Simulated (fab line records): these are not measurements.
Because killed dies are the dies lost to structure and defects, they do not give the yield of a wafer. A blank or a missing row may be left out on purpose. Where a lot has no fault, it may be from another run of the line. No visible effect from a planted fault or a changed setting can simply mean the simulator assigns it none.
Matching of chambers    flow gf180mcu    GF_V3_CVD_00 on hdpcvd-01: 3 sister chambers
The step deposits SiO2, target thk 600 nm, time 100 s. 6 wafers are shown with their chamber, then 7 later ones without.

== EACH WAFER AND ITS CHAMBER ==
wafer   chamber  run length s (s)  pressure mtorr (mTorr)
L419.4  2        128.2             5.988
L420.6  0        127.4             6.027
L424.4  1        128.2             5.999
L424.6  2        128.0             6.012
L428.2  1        127.8             5.987
L428.3  0        126.7             6.014

== WAFERS MISSING THEIR CHAMBER ==
wafer   run length s (s)  pressure mtorr (mTorr)
L428.6  127.9             6.011
L431.1  127.1             5.987
L431.3  128.1             6.009
L431.5  127.2             5.993
L433.1  127.8             6.011
L433.4  127.8             6.005
L433.6  127.8             6.004

== CHAMBER TAKEN BY EACH ==
wafer   from the rows above           in truth
L428.6  can't be placed: 2 or 1 or 0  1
L431.1  can't be placed: 1 or 0 or 2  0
L431.3  can't be placed: 2 or 1       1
L431.5  can't be placed: 0 or 1 or 2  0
L433.1  can't be placed: 2 or 1 or 0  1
L433.4  can't be placed: 2 or 1 or 0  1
L433.6  can't be placed: 2 or 1 or 0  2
0 of 7 placed correctly. Cannot be placed on the basis of these rows: 7; the candidates contain the true chamber in 7. Placed wrongly: 0.
How it was worked out, from the rows above alone: a wafer's distance from a chamber is the root of the sum, over the readings, of the square of ((its reading less the chamber's mean) divided by the reading's scatter). If the next closest chamber is less than 2 further off than the closest, the wafer can't be placed; otherwise it belongs to the closest. A chamber's mean is the mean of its shown wafers. The scatter is the square root of a quotient: the sum, over the shown wafers, of each reading's squared deviation from its chamber's mean, divided by wafers minus chambers.
